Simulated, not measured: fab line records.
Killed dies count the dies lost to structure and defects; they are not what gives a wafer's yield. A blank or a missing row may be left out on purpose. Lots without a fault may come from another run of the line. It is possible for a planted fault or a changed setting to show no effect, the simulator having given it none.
fab line records ; flow sky130
record: lots: 7; wafers: 21; last_day: 50
route steps=708 shown PASSIVATION@681 PAD_OPEN@694
lots that met no fault: taken from a fault-free run of the same line
start_h: hours from the record's first day to the start of the lot's first wafer shown ; wait_h: how many hours have passed since the lot's step before this one ; " as in the row above ; L1.1+2: a single row standing in for several wafers ; - value missing, or start not given ; * or withheld: withheld ; < > ~ a bound
route shown NAME@n: names a module that has steps shown in the file, with the first one's number in the route ; usual: mean/standard deviation of fault-free wafers ; same: alike in all rows ; chamber/n: place in a boat ; sites: per-site readings ; _std_site: how widely they spread, as a standard deviation ; _edge_site: mean of outer sites minus mean of inner sites ; radius_mm: for every site, how far away it sits from the centre of the wafer ; mask NAME#n: copy n ; behind: tool/chamber where the wafer was last shaped ; hold: why the lot went on hold/how many hours it stayed there/how the hold came to an end ; device: transistor that didn't switch, given as n, p or np ; end of line: at the end of the route, the tests of the same wafers ; step lacking rows: just its recipe ; killed: not the wafer's yield, but the dies lost to structure and defects at the first sort ; map: a wafer's dies, marking killed ones x, the rest . and places with no die _
set.NAME: the setting the step ran with; set.NAME@STEP: the setting that earlier step ran with ; model.NAME: the simulator's own value behind a step, which no gauge read
certain route steps with their lots: each step a table, each wafer a row
services: when a tool's chamber went out of use (start_h, in hours from the record's first day, below 0 if earlier), for how many hours, and the reason
== steps ==
step: SKY_PASSIVATION_CVD_00
recipe: material: SiO2; target_thk_nm: 90; temp_c: 400; time_s: withheld; rf_w: 600
usual: heater_power_w: 659/74
lot.wafer;tool;chamber;start_h;wait_h;heater_power_w
L141.1;pecvd-04;2;1060.48;0.0;705
L141.2;pecvd-04;1;1060.48;0.0;640
L141.6;pecvd-04;1;1060.48;0.0;638
L145.2;pecvd-04;2;1085.59;0.0;685
L145.4;pecvd-04;2;1085.59;0.0;694
L145.6;pecvd-04;1;1085.59;0.0;560
L147.4;pecvd-04;2;1089.63;0.0;675
L147.5;pecvd-04;1;1089.63;0.0;672
L147.6;pecvd-04;0;1089.63;0.0;618
L149.1;pecvd-04;1;1100.76;0.0;661
L149.3;pecvd-04;2;1100.76;0.0;643
L149.4;pecvd-04;1;1100.76;0.0;659
L157.1;pecvd-02;1;1156.04;0.0;675
L157.4;pecvd-02;0;1156.04;0.0;646
L157.6;pecvd-02;1;1156.04;0.0;673
L158.1;pecvd-02;1;1158.09;0.0;749
L158.3;pecvd-02;2;1158.09;0.0;605
L158.5;pecvd-02;0;1158.09;0.0;640
L159.3;pecvd-03;2;1161.21;0.0;835
L159.5;pecvd-03;2;1161.21;0.0;814
L159.6;pecvd-03;1;1161.21;0.0;504
step: SKY_PASSIVATION_THK_MEAS_01
recipe: reads: SiO2_of_PASSIVATION_CVD_00
usual: PASSIVATION_CVD_00_THK: 89.5/1.1
lot.wafer;tool;chamber;start_h;wait_h;PASSIVATION_CVD_00_THK[nm]
L141.1;film_metro-03;-;1060.50;-;87.3
L141.2;film_metro-03;-;1060.50;-;89.4
L141.6;film_metro-03;-;1060.50;-;90.6
L145.2;film_metro-03;-;1085.64;-;87.9
L145.4;film_metro-03;-;1085.64;-;89.4
L145.6;film_metro-03;-;1085.64;-;90.1
L147.4;film_metro-02;-;1089.68;-;90.8
L147.5;film_metro-02;-;1089.68;-;91.3
L147.6;film_metro-02;-;1089.68;-;90.7
L149.1;film_metro-03;-;1100.78;-;90.1
L149.3;film_metro-03;-;1100.78;-;88.0
L149.4;film_metro-03;-;1100.78;-;89.7
L157.1;film_metro-01;-;1156.06;-;88.3
L157.4;film_metro-01;-;1156.06;-;89.7
L157.6;film_metro-01;-;1156.06;-;90.0
L158.1;film_metro-02;-;1158.11;-;88.4
L158.3;film_metro-02;-;1158.11;-;89.0
L158.5;film_metro-02;-;1158.11;-;89.6
L159.3;film_metro-01;-;1161.38;-;87.9
L159.5;film_metro-01;-;1161.38;-;89.4
L159.6;film_metro-01;-;1161.38;-;89.9
step: SKY_PASSIVATION_CVD_02
recipe: material: Si3N4; target_thk_nm: 540; temp_c: 400; time_s: withheld; rf_w: 450
usual: heater_power_w: 706/69
lot.wafer;tool;chamber;start_h;wait_h;heater_power_w
L141.1;pecvd-02;1;1060.56;0.1;803
L141.2;pecvd-02;0;1060.56;0.1;669
L141.6;pecvd-02;1;1060.56;0.1;804
L145.2;pecvd-03;2;1085.69;0.0;875
L145.4;pecvd-03;2;1085.69;0.0;717
L145.6;pecvd-03;1;1085.69;0.0;659
L147.4;pecvd-02;0;1089.82;0.1;732
L147.5;pecvd-02;0;1089.82;0.1;602
L147.6;pecvd-02;1;1089.82;0.1;814
L149.1;pecvd-02;0;1100.84;0.1;687
L149.3;pecvd-02;1;1100.84;0.1;705
L149.4;pecvd-02;1;1100.84;0.1;774
L157.1;pecvd-04;2;1156.12;0.1;648
L157.4;pecvd-04;0;1156.12;0.1;696
L157.6;pecvd-04;1;1156.12;0.1;706
L158.1;pecvd-03;0;1158.17;0.1;712
L158.3;pecvd-03;0;1158.17;0.1;741
L158.5;pecvd-03;0;1158.17;0.1;767
L159.3;pecvd-02;2;1161.42;0.0;637
L159.5;pecvd-02;1;1161.42;0.0;751
L159.6;pecvd-02;2;1161.42;0.0;650
step: SKY_PASSIVATION_THK_MEAS_03
recipe: reads: Si3N4_of_PASSIVATION_CVD_02
usual: PASSIVATION_CVD_02_THK: 542/6.5
lot.wafer;tool;chamber;start_h;wait_h;PASSIVATION_CVD_02_THK[nm]
L141.1;film_metro-01;-;1060.79;-;528
L141.2;film_metro-01;-;1060.79;-;534
L141.6;film_metro-01;-;1060.79;-;538
L145.2;film_metro-02;-;1085.92;-;543
L145.4;film_metro-02;-;1085.92;-;554
L145.6;film_metro-02;-;1085.92;-;550
L147.4;film_metro-02;-;1090.10;-;544
L147.5;film_metro-02;-;1090.10;-;543
L147.6;film_metro-02;-;1090.10;-;543
L149.1;film_metro-01;-;1101.07;-;537
L149.3;film_metro-01;-;1101.07;-;538
L149.4;film_metro-01;-;1101.07;-;544
L157.1;film_metro-03;-;1156.35;-;536
L157.4;film_metro-03;-;1156.35;-;551
L157.6;film_metro-03;-;1156.35;-;548
L158.1;film_metro-03;-;1158.51;-;533
L158.3;film_metro-03;-;1158.51;-;543
L158.5;film_metro-03;-;1158.51;-;539
L159.3;film_metro-01;-;1161.67;-;541
L159.5;film_metro-01;-;1161.67;-;556
L159.6;film_metro-01;-;1161.67;-;550
step: SKY_PASSIVATION_DEHYDRATE_04
recipe: temp_c: 200; time_s: 60
step: SKY_PASSIVATION_HMDS_05
recipe: prime_time_s: 60; prime_temp_c: 120
step: SKY_PASSIVATION_COAT_06
recipe: spin_rpm: 2030; resist_thk_nm: 3000
step: SKY_PASSIVATION_SOFTBAKE_07
recipe: temp_c: 110; time_s: withheld
step: SKY_PASSIVATION_EXPOSE_08
recipe: mask_id: NSM; target_cd_nm: 3000; na: 0.57; dose_mj: 260
step: SKY_PASSIVATION_PEB_09
recipe: temp_c: 115; time_s: withheld
step: SKY_PASSIVATION_DEVELOP_10
recipe: develop_time_s: 60; dev_temp_c: 23
step: SKY_PASSIVATION_ETCH_11
recipe: chemistry: CF4/O2; target_depth_nm: 725; stop_on: AlCu; source_w: 800; bias_w: 150; pressure_mtorr: 150; cf4_flow_sccm: 80; O2_flow_sccm: 10; time_s: 161.1
usual: drypump_motor_current_A: 5.7/0.5; oes_product_au: 0.978/0.0064; throttle_valve_pct: 5.964/0.0092
lot.wafer;tool;chamber;start_h;wait_h;drypump_motor_current_A;oes_product_au;rf_hours_counter_h;throttle_valve_pct
L141.1;rie_diel-04;3;1081.40;-;5.9;0.971;20;5.953
L141.2;rie_diel-04;1;1081.40;-;5.8;0.974;23;5.957
L141.6;rie_diel-04;0;1081.40;-;5.9;0.979;-;5.962
L145.2;rie_diel-04;1;1106.45;-;5.7;0.978;23;5.945
L145.4;rie_diel-04;2;1106.45;-;6.6;0.981;16;5.953
L145.6;rie_diel-04;2;1106.45;-;6.6;0.978;-;5.966
L147.4;rie_diel-01;3;1110.80;-;4.8;0.975;18;5.954
L147.5;rie_diel-01;1;1110.80;-;5.2;0.983;-;5.962
L147.6;rie_diel-01;0;1110.80;-;6.2;0.972;-;5.970
L149.1;rie_diel-03;1;1121.71;-;6.0;0.975;23;5.971
L149.3;rie_diel-03;3;1121.71;-;6.1;0.981;15;5.960
L149.4;rie_diel-03;2;1121.71;-;5.2;0.979;9;5.966
L157.1;rie_diel-01;1;1173.55;-;5.2;0.965;18;5.949
L157.4;rie_diel-01;2;1173.55;-;5.5;0.977;15;5.953
L157.6;rie_diel-01;0;1173.55;-;6.2;0.987;-;5.968
L158.1;rie_diel-01;0;1175.23;-;6.2;0.965;22;5.976
L158.3;rie_diel-01;1;1175.23;-;5.2;0.972;18;5.959
L158.5;rie_diel-01;2;1175.23;-;5.5;0.976;-;5.961
L159.3;rie_diel-03;1;1178.26;-;6.0;0.986;25;5.967
L159.5;rie_diel-03;1;1178.26;-;6.0;0.989;-;5.951
L159.6;rie_diel-03;0;1178.26;-;5.0;0.978;-;5.955
step: SKY_PASSIVATION_STRIP_12
recipe: chemistry: O2/N2; power_w: 1400; pressure_mtorr: 1500; platen_temp_c: withheld; overash_fraction: 0.7; o2_flow_sccm: 3000; n2_flow_sccm: 300
usual: chamber_pressure_mTorr: 1499.9/1.4; drypump_motor_current_A: 5.9/0.5; o2_flow_sccm: 3000/8; oes_product_au: 0.661/0.0045; strip_time_to_endpoint_s: 31.29/0.15
lot.wafer;tool;chamber;start_h;wait_h;chamber_pressure_mTorr;drypump_motor_current_A;o2_flow_sccm;oes_product_au;rf_hours_counter_h;strip_time_to_endpoint_s;model.coat_of_PASSIVATION_COAT_06.thk_nm
L141.1;plasma_asher-02;1;1081.51;0.1;1500.7;6.5;2986;0.649;35;31.13;0
L141.2;plasma_asher-02;0;1081.51;0.1;1500.8;6.1;2988;0.656;35;31.16;0
L141.6;plasma_asher-02;0;1081.51;0.1;1498.8;6.1;2991;0.663;-;31.24;0
L145.2;plasma_asher-01;0;1106.56;0.1;1498.9;5.5;2997;0.661;67;31.28;0
L145.4;plasma_asher-01;1;1106.56;0.1;1500.7;6.1;3001;0.664;-;31.32;0
L145.6;plasma_asher-01;1;1106.56;0.1;1497.9;6.1;3001;0.664;-;31.27;0
L147.4;plasma_asher-02;0;1110.94;0.1;1499.5;6.1;2993;0.664;-;31.52;0
L147.5;plasma_asher-02;0;1110.94;0.1;1501.9;6.0;2993;0.660;-;31.40;0
L147.6;plasma_asher-02;1;1110.94;0.1;1499.5;6.5;3008;0.666;-;31.40;0
L149.1;plasma_asher-04;1;1121.82;0.1;1499.3;6.3;3012;0.660;4;31.19;0
L149.3;plasma_asher-04;1;1121.82;0.1;1501.9;6.4;2993;0.658;-;31.37;0
L149.4;plasma_asher-04;0;1121.82;0.1;1500.2;5.1;2986;0.662;-;31.19;0
L157.1;plasma_asher-02;1;1173.66;0.1;-;-;-;-;-;-;2503
L157.4;plasma_asher-02;1;1173.66;0.1;-;-;-;-;-;-;2499
L157.6;plasma_asher-02;1;1173.66;0.1;-;-;-;-;-;-;2497
L158.1;plasma_asher-04;1;1175.34;0.1;-;-;-;-;-;-;2523
L158.3;plasma_asher-04;0;1175.34;0.1;-;-;-;-;-;-;2527
L158.5;plasma_asher-04;0;1175.34;0.1;-;-;-;-;-;-;2514
L159.3;plasma_asher-01;1;1178.40;0.1;-;-;-;-;-;-;2500
L159.5;plasma_asher-01;0;1178.40;0.1;-;-;-;-;-;-;2502
L159.6;plasma_asher-01;1;1178.40;0.1;-;-;-;-;-;-;2498
step: SKY_PAD_OPEN_DEHYDRATE_00
recipe: temp_c: 200; time_s: 60
step: SKY_PAD_OPEN_HMDS_01
recipe: prime_time_s: 60; prime_temp_c: 120
step: SKY_PAD_OPEN_COAT_02
recipe: spin_rpm: 2000; resist_thk_nm: 3000
step: SKY_PAD_OPEN_SOFTBAKE_03
recipe: temp_c: 110; time_s: withheld
step: SKY_PAD_OPEN_EXPOSE_04
recipe: mask_id: PDM; target_cd_nm: 60000; na: 0.57; dose_mj: 260
step: SKY_PAD_OPEN_PEB_05
recipe: temp_c: 115; time_s: withheld
step: SKY_PAD_OPEN_DEVELOP_06
recipe: develop_time_s: 60; dev_temp_c: 23
step: SKY_PAD_OPEN_ETCH_07
recipe: chemistry: CF4/O2; target_depth_nm: 725; stop_on: AlCu; source_w: 800; bias_w: 150; pressure_mtorr: 150; cf4_flow_sccm: 80; O2_flow_sccm: 10; time_s: 153.4
usual: drypump_motor_current_A: 5.6/0.48; oes_product_au: 0.993/0.0068; throttle_valve_pct: 5.969/0.0086
lot.wafer;tool;chamber;start_h;wait_h;drypump_motor_current_A;oes_product_au;rf_hours_counter_h;throttle_valve_pct
L141.1;rie_diel-03;3;1102.73;-;6.1;0.991;15;5.966
L141.2;rie_diel-03;2;1102.73;-;5.2;1.001;8;5.977
L141.6;rie_diel-03;1;1102.73;-;6.0;1.002;-;5.974
L145.2;rie_diel-04;2;1126.53;-;6.5;0.985;16;5.966
L145.4;rie_diel-04;0;1126.53;-;6.0;0.991;28;5.983
L145.6;rie_diel-04;0;1126.53;-;6.0;0.995;-;5.966
L147.4;rie_diel-02;1;1131.03;-;5.5;0.995;29;5.964
L147.5;rie_diel-02;3;1131.03;-;5.4;1.000;-;5.969
L147.6;rie_diel-02;0;1131.03;-;5.5;1.005;-;5.968
L149.1;rie_diel-04;2;1141.26;-;6.5;0.987;17;5.969
L149.3;rie_diel-04;1;1141.26;-;5.8;0.994;24;5.962
L149.4;rie_diel-04;3;1141.26;-;5.9;0.995;22;5.985
L157.1;rie_diel-03;3;1189.28;-;6.0;0.982;18;5.979
L157.4;rie_diel-03;2;1189.28;-;5.3;0.986;12;5.968
L157.6;rie_diel-03;2;1189.28;-;5.2;0.987;-;5.984
L158.1;rie_diel-03;3;1192.01;-;6.1;0.980;18;5.972
L158.3;rie_diel-03;1;1192.01;-;5.9;1.001;26;5.975
L158.5;rie_diel-03;3;1192.01;-;6.1;0.987;-;5.984
L159.3;rie_diel-04;3;1194.78;-;5.9;0.999;24;5.974
L159.5;rie_diel-04;1;1194.78;-;5.8;0.984;-;5.971
L159.6;rie_diel-04;2;1194.78;-;6.5;0.997;-;5.954
step: SKY_PAD_OPEN_STRIP_08
recipe: chemistry: O2/N2; power_w: 1400; pressure_mtorr: 1500; platen_temp_c: withheld; overash_fraction: 0.7; o2_flow_sccm: 3000; n2_flow_sccm: 300
usual: chamber_pressure_mTorr: 1500.1/1.3; drypump_motor_current_A: 5.9/0.52; o2_flow_sccm: 3001/8; oes_product_au: 0.663/0.0044; strip_time_to_endpoint_s: 37.02/0.11
lot.wafer;tool;chamber;start_h;wait_h;chamber_pressure_mTorr;drypump_motor_current_A;o2_flow_sccm;oes_product_au;rf_hours_counter_h;strip_time_to_endpoint_s
L141.1;plasma_asher-02;0;1102.84;0.1;1499.4;6.0;2998;0.667;37;37.01
L141.2;plasma_asher-02;1;1102.84;0.1;1499.4;6.5;2998;0.664;37;37.16
L141.6;plasma_asher-02;1;1102.84;0.1;1500.3;6.5;3003;0.654;-;37.13
L145.2;plasma_asher-02;0;1126.64;0.1;1500.3;6.1;3007;0.660;40;37.09
L145.4;plasma_asher-02;1;1126.64;0.1;1501.1;6.5;2997;0.672;-;37.12
L145.6;plasma_asher-02;0;1126.64;0.1;1498.5;6.0;3002;0.663;-;37.12
L147.4;plasma_asher-02;0;1131.17;0.1;1498.9;6.1;2999;0.667;-;37.20
L147.5;plasma_asher-02;1;1131.17;0.1;1497.7;6.5;3003;0.661;-;37.17
L147.6;plasma_asher-02;0;1131.17;0.1;1500.2;6.0;2996;0.662;-;37.20
L149.1;plasma_asher-04;1;1141.37;0.1;1498.8;6.3;3009;0.660;6;36.86
L149.3;plasma_asher-04;1;1141.37;0.1;1501.2;6.3;3009;0.666;-;36.96
L149.4;plasma_asher-04;0;1141.37;0.1;1500.1;5.1;3001;0.655;-;36.98
L157.1;plasma_asher-02;1;1189.39;0.1;1501.1;6.5;3009;0.692;46;73.99
L157.4;plasma_asher-02;1;1189.39;0.1;1502.6;6.5;3007;0.695;-;73.76
L157.6;plasma_asher-02;0;1189.39;0.1;1497.8;6.0;2993;0.690;-;73.84
L158.1;plasma_asher-03;0;1192.12;0.1;1500.5;5.3;3009;0.693;108;74.19
L158.3;plasma_asher-03;0;1192.12;0.1;1500.6;5.3;2989;0.699;-;74.26
L158.5;plasma_asher-03;1;1192.12;0.1;1497.6;5.5;2999;0.700;-;74.15
L159.3;plasma_asher-02;1;1194.92;0.1;1501.4;6.5;3004;0.692;-;73.96
L159.5;plasma_asher-02;0;1194.92;0.1;1500.5;6.1;3004;0.685;-;73.89
L159.6;plasma_asher-02;1;1194.92;0.1;1500.9;6.5;3007;0.693;-;74.00
step: SKY_PAD_OPEN_STRIP_09
recipe: chemistry: post_etch_residue_remover; time_s: 1200; temp_c: 72.5
== services ==
tool;chamber;start_h;hours;kind
plasma_asher-01;-;1053.19;1.4;repair
plasma_asher-04;-;1055.25;9.0;pm
rie_diel-04;2;1056.32;3.3;repair
pecvd-03;-;1067.43;14.6;pm
pecvd-02;-;1076.84;6.0;pm
plasma_asher-04;-;1077.94;14.6;pm
pecvd-04;-;1078.28;0.3;repair
rie_diel-03;3;1079.84;2.9;repair
pecvd-02;0;1079.88;5.5;scheduled_down
pecvd-04;0;1081.36;6.1;repair
pecvd-02;2;1083.14;6.7;repair
rie_diel-03;1;1083.33;2.2;repair
pecvd-03;0;1089.68;12.9;repair
pecvd-03;1;1090.84;3.7;repair
rie_diel-04;-;1106.76;2.8;pm
rie_diel-01;3;1121.04;3.4;repair
rie_diel-04;1;1131.00;7.8;repair
pecvd-04;-;1136.80;1.8;repair
pecvd-02;-;1148.35;1.2;repair
pecvd-03;2;1157.18;1.7;repair
plasma_asher-02;-;1160.96;3.7;repair
pecvd-04;-;1167.93;0.3;repair
rie_diel-04;3;1177.53;9.4;repair
rie_diel-02;3;1179.70;4.9;repair
== key ==
first_sign: step: SKY_PASSIVATION_STRIP_12; reading: tool_record; direction: missing
effect: step: SKY_PAD_OPEN_STRIP_08; reading: strip_time_to_endpoint_s; direction: up; sigmas: 99+; usual: *; struck: *
model_effect: step: SKY_PASSIVATION_STRIP_12; value: coat_of_PASSIVATION_COAT_06.thk_nm; without: 0; struck: 2507
model_effect: step: SKY_PAD_OPEN_PROBE_99; value: etest.nfet_01v8_swapped.under_floor; without: 0; struck: 1
met_at SKY_PASSIVATION_STRIP_12
struck_wafers L157.1,L157.4,L157.6,L158.1,L158.3,L158.5,L159.3,L159.5,L159.6
sort_left_out L157.1,L157.4,L157.6,L158.1,L158.3,L158.5,L159.3,L159.5,L159.6
onset_between 1121.82 1173.66
fault: kind: skipped_step_whole; tool: plasma_asher-01,plasma_asher-02,plasma_asher-04; chamber: -; onset_h: 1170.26; steps: SKY_PASSIVATION_STRIP_12; scope: struck_lots_only
sort_left_out: the simulated sort isn't trusted on such a fault, so these wafers' sort isn't shown, and their yield isn't known
